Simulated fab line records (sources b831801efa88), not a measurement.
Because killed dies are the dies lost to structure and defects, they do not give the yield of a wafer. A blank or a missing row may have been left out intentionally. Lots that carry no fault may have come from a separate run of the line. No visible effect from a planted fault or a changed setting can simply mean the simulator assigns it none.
Which of the tools did it? || flow sky130 || 12 lots, 36 wafers sampled, at 3 steps of a route of 708

## WHAT EACH GAUGE READ, for each wafer
SKY_METAL5_RS_MEAS_05: measurement is done with a four-point probe.
{"lot": "L108", "measured": "day 43 04:55", "on": "film metro-02", "METAL5_ALCU_RS (ohm/sq)": "0.0265 0.0264 0.0267"}
{"lot": "L109", "measured": "day 43 17:56", "on": "film metro-01", "METAL5_ALCU_RS (ohm/sq)": "0.0277 0.0276 0.0274"}
{"lot": "L111", "measured": "day 44 05:11", "on": "film metro-04", "METAL5_ALCU_RS (ohm/sq)": "0.0272 0.0271 0.0269"}
{"lot": "L113", "measured": "day 44 13:04", "on": "film metro-02", "METAL5_ALCU_RS (ohm/sq)": "0.0272 0.0274 0.0276"}
{"lot": "L114", "measured": "day 44 18:59", "on": "film metro-01", "METAL5_ALCU_RS (ohm/sq)": "0.0274 0.0272 0.0273"}
{"lot": "L116", "measured": "day 45 07:54", "on": "film metro-01", "METAL5_ALCU_RS (ohm/sq)": "0.0269 0.0269 0.0269"}
{"lot": "L118", "measured": "day 45 22:03", "on": "film metro-02", "METAL5_ALCU_RS (ohm/sq)": "0.0273 0.0273 0.0274"}
{"lot": "L119", "measured": "day 46 05:30", "on": "film metro-02", "METAL5_ALCU_RS (ohm/sq)": "0.0271 0.0273 0.0273"}
{"lot": "L120", "measured": "day 46 12:34", "on": "film metro-02", "METAL5_ALCU_RS (ohm/sq)": "0.0268 0.0268 0.0268"}
{"lot": "L123", "measured": "day 47 06:11", "on": "film metro-02", "METAL5_ALCU_RS (ohm/sq)": "0.0269 0.0268 0.0266"}
{"lot": "L127", "measured": "day 48 04:57", "on": "film metro-01", "METAL5_ALCU_RS (ohm/sq)": "0.0271 0.0272 0.0269"}
{"lot": "L128", "measured": "day 48 07:55", "on": "film metro-01", "METAL5_ALCU_RS (ohm/sq)": "0.0275 0.0273 0.0275"}

## EACH LOT AND THE TOOL THAT RAN IT (in order: tool; ch and the chambers of the sampled wafers; start)
{"lot": "L108", "SKY_FIELD_ISO_CVD_03": "lpcvd-02 ch 0, day 1 17:31", "SKY_METAL5_SPUTTER_02": "pvd sputter-04, day 43 04:48"}
{"lot": "L109", "SKY_FIELD_ISO_CVD_03": "lpcvd-02 ch 0, day 1 23:58", "SKY_METAL5_SPUTTER_02": "pvd sputter-02, day 43 17:49"}
{"lot": "L111", "SKY_FIELD_ISO_CVD_03": "lpcvd-02 ch 1, day 2 09:38", "SKY_METAL5_SPUTTER_02": "pvd sputter-04, day 44 05:02"}
{"lot": "L113", "SKY_FIELD_ISO_CVD_03": "lpcvd-02 ch 1, day 2 19:47", "SKY_METAL5_SPUTTER_02": "pvd sputter-02, day 44 12:56"}
{"lot": "L114", "SKY_FIELD_ISO_CVD_03": "lpcvd-02 ch 1, day 3 00:57", "SKY_METAL5_SPUTTER_02": "pvd sputter-02, day 44 18:51"}
{"lot": "L116", "SKY_FIELD_ISO_CVD_03": "lpcvd-02 ch 0, day 3 09:26", "SKY_METAL5_SPUTTER_02": "pvd sputter-04, day 45 07:44"}
{"lot": "L118", "SKY_FIELD_ISO_CVD_03": "lpcvd-02 ch 0, day 3 19:56", "SKY_METAL5_SPUTTER_02": "pvd sputter-02, day 45 21:56"}
{"lot": "L119", "SKY_FIELD_ISO_CVD_03": "lpcvd-02 ch 0, day 4 01:11", "SKY_METAL5_SPUTTER_02": "pvd sputter-02, day 46 05:22"}
{"lot": "L120", "SKY_FIELD_ISO_CVD_03": "lpcvd-02 ch 0, day 4 06:18", "SKY_METAL5_SPUTTER_02": "pvd sputter-04, day 46 12:27"}
{"lot": "L123", "SKY_FIELD_ISO_CVD_03": "lpcvd-02 ch 1, day 4 19:41", "SKY_METAL5_SPUTTER_02": "pvd sputter-03, day 47 06:04"}
{"lot": "L127", "SKY_FIELD_ISO_CVD_03": "lpcvd-02 ch 1, day 5 16:38", "SKY_METAL5_SPUTTER_02": "pvd sputter-04, day 48 04:50"}
{"lot": "L128", "SKY_FIELD_ISO_CVD_03": "lpcvd-02 ch 1, day 5 23:10", "SKY_METAL5_SPUTTER_02": "pvd sputter-02, day 48 07:48"}
- SKY_FIELD_ISO_CVD_03: deposits Si3N4 from DCS/NH3, target thk 165 nm, time 2830 s.
- SKY_METAL5_SPUTTER_02: material AlCu, target thk 1150 nm, time 61.2 s.

## WHAT THE TOOLS THEMSELVES READ (means of the sampled wafers that have a number; where no wafer has one, the mark that the record gives instead)
SKY_FIELD_ISO_CVD_03.
{"lot": "L108", "tool": "lpcvd-02", "pressure mtorr (mTorr)": 249.9, "spike tc upper C (C)": 769.6, "zone power bottom pct (%)": 18.1}
{"lot": "L109", "tool": "lpcvd-02", "pressure mtorr (mTorr)": 249.7, "spike tc upper C (C)": 770.2, "zone power bottom pct (%)": 18.5}
{"lot": "L111", "tool": "lpcvd-02", "pressure mtorr (mTorr)": 249.9, "spike tc upper C (C)": 768.9, "zone power bottom pct (%)": 20.5}
{"lot": "L113", "tool": "lpcvd-02", "pressure mtorr (mTorr)": 250.2, "spike tc upper C (C)": 768.9, "zone power bottom pct (%)": 20.3}
{"lot": "L114", "tool": "lpcvd-02", "pressure mtorr (mTorr)": 250.0, "spike tc upper C (C)": 768.2, "zone power bottom pct (%)": 20.2}
{"lot": "L116", "tool": "lpcvd-02", "pressure mtorr (mTorr)": 249.7, "spike tc upper C (C)": 769.8, "zone power bottom pct (%)": 18.4}
{"lot": "L118", "tool": "lpcvd-02", "pressure mtorr (mTorr)": 250.2, "spike tc upper C (C)": 770.2, "zone power bottom pct (%)": 18.3}
{"lot": "L119", "tool": "lpcvd-02", "pressure mtorr (mTorr)": 250.8, "spike tc upper C (C)": 771.2, "zone power bottom pct (%)": 18.3}
{"lot": "L120", "tool": "lpcvd-02", "pressure mtorr (mTorr)": 250.0, "spike tc upper C (C)": 770.3, "zone power bottom pct (%)": 18.3}
{"lot": "L123", "tool": "lpcvd-02", "pressure mtorr (mTorr)": 249.3, "spike tc upper C (C)": 769.7, "zone power bottom pct (%)": 20.1}
{"lot": "L127", "tool": "lpcvd-02", "pressure mtorr (mTorr)": 250.3, "spike tc upper C (C)": 768.3, "zone power bottom pct (%)": 20.3}
{"lot": "L128", "tool": "lpcvd-02", "pressure mtorr (mTorr)": 249.8, "spike tc upper C (C)": 768.7, "zone power bottom pct (%)": 20.3}

SKY_METAL5_SPUTTER_02.
{"lot": "L108", "tool": "pvd sputter-04", "throttle valve pct (%)": 30.0}
{"lot": "L109", "tool": "pvd sputter-02", "throttle valve pct (%)": 28.8}
{"lot": "L111", "tool": "pvd sputter-04", "throttle valve pct (%)": 29.5}
{"lot": "L113", "tool": "pvd sputter-02", "throttle valve pct (%)": 29.4}
{"lot": "L114", "tool": "pvd sputter-02", "throttle valve pct (%)": 27.7}
{"lot": "L116", "tool": "pvd sputter-04", "throttle valve pct (%)": 29.8}
{"lot": "L118", "tool": "pvd sputter-02", "throttle valve pct (%)": 29.3}
{"lot": "L119", "tool": "pvd sputter-02", "throttle valve pct (%)": 28.7}
{"lot": "L120", "tool": "pvd sputter-04", "throttle valve pct (%)": 29.9}
{"lot": "L123", "tool": "pvd sputter-03", "throttle valve pct (%)": 29.5}
{"lot": "L127", "tool": "pvd sputter-04", "throttle valve pct (%)": 29.9}
{"lot": "L128", "tool": "pvd sputter-02", "throttle valve pct (%)": 30.4}

## THE ANSWER, worked out from the rows above alone
Rule: the usual values come from the lots themselves. Put in order of their means at a reading, lots are off if they are a third of the lots or fewer, leave a main group of 4 or more, and stand apart from it by a gap of 3 or more times the standard deviation of the main group's means; of several such gaps the widest counts. Not used: any main group whose means are identical at the precision the tables above print for the reading. A lot without any number at a reading at which 4 lots or more have one is off too. Any other lot the step has rows for is counted as sound. Order of review: gauges by route order, followed by the tools' own readings, for which a lot's mean as printed above is used. At the first step where some lot is off, the reading lying furthest off is the one used; lots without a number count as furthest.
No lot is off at any reading shown: from this, nothing can be told.

## WHAT THE SIMULATOR HAD INSERTED
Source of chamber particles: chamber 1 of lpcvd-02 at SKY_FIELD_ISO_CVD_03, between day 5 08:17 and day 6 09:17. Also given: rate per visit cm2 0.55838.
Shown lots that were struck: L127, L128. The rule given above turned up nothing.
